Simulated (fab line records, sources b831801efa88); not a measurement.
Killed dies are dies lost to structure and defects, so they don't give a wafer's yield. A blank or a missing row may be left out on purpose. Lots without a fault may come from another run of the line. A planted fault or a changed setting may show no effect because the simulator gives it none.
One fault seen from 2 desks | flow sky130 | each desk has only its own numbers; what lay behind them comes last

THE METROLOGY DESK
What the gauges read, lot by lot, whatever tool the lot ran on: means of the sampled wafers that have a number. A lot is out of limits, marked OUT, if its mean lies more than 4 standard deviations from the usual mean; the brackets give that distance.
Columns: A = FIELD_ISO_OXIDATION_00_THK at SKY_FIELD_ISO_THK_MEAS_02, usual 11.92 nm
lot  | first seen here | A
L840 | day 1 16:39     | 11.66
L843 | day 2 08:02     | 11.97
L846 | day 3 00:46     | 12.34
L849 | day 3 14:45     | 11.72
L850 | day 3 18:48     | 12.37
L851 | day 3 23:38     | 12.05
L852 | day 4 04:38     | 11.68
L856 | day 5 00:50     | 11.95
L859 | day 5 19:18     | 12.05
L860 | day 6 05:15     | 11.71
L861 | day 6 05:15     | 11.77
L862 | day 6 12:50     | 12.08
This desk's finding: nothing out of limits on any of the 12 lots.

THE TOOL OWNER'S DESK: implanter-02
The tool's own readings at SKY_LDD_N_IMPLANT_10: means of the sampled wafers that have a number, for each lot that ran on this tool. A lot is out of limits, marked OUT, if its mean lies more than 4 standard deviations from the usual mean; the brackets give that distance.
Columns: A = rotation_deg at SKY_LDD_N_IMPLANT_10, usual 203.00 degrees
lot  | first seen here | A
L843 | day 19 01:37    | 203.04
L849 | day 21 06:46    | 203.00
L851 | day 22 03:16    | 260.25 (+99 or more) OUT
L852 | day 22 05:34    | 260.20 (+99 or more) OUT
This desk's finding: out of limits on L851, L852; first on L851, day 22 03:16 (rotation_deg at SKY_LDD_N_IMPLANT_10). In limits: L843, L849.

PUT TOGETHER
The tool owner's desk could have raised an alarm at day 22 03:16, on L851, L852.
The metrology desk saw nothing out of limits.
The metrology desk has L851, L852 on record, within its limits.
Of the lots named, all ran SKY_LDD_N_IMPLANT_10 on implanter-02.

WHAT THE SIMULATOR HAD PUT IN
Process parameter drift: implanter-02, from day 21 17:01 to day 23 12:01, at SKY_LDD_N_IMPLANT_10. Setting rotation_deg, moved by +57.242, from 203. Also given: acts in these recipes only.
Lots struck among those shown: L851, L852.
Hours from the fault's start to each desk's first reading out of limits: the tool owner's desk, 10.
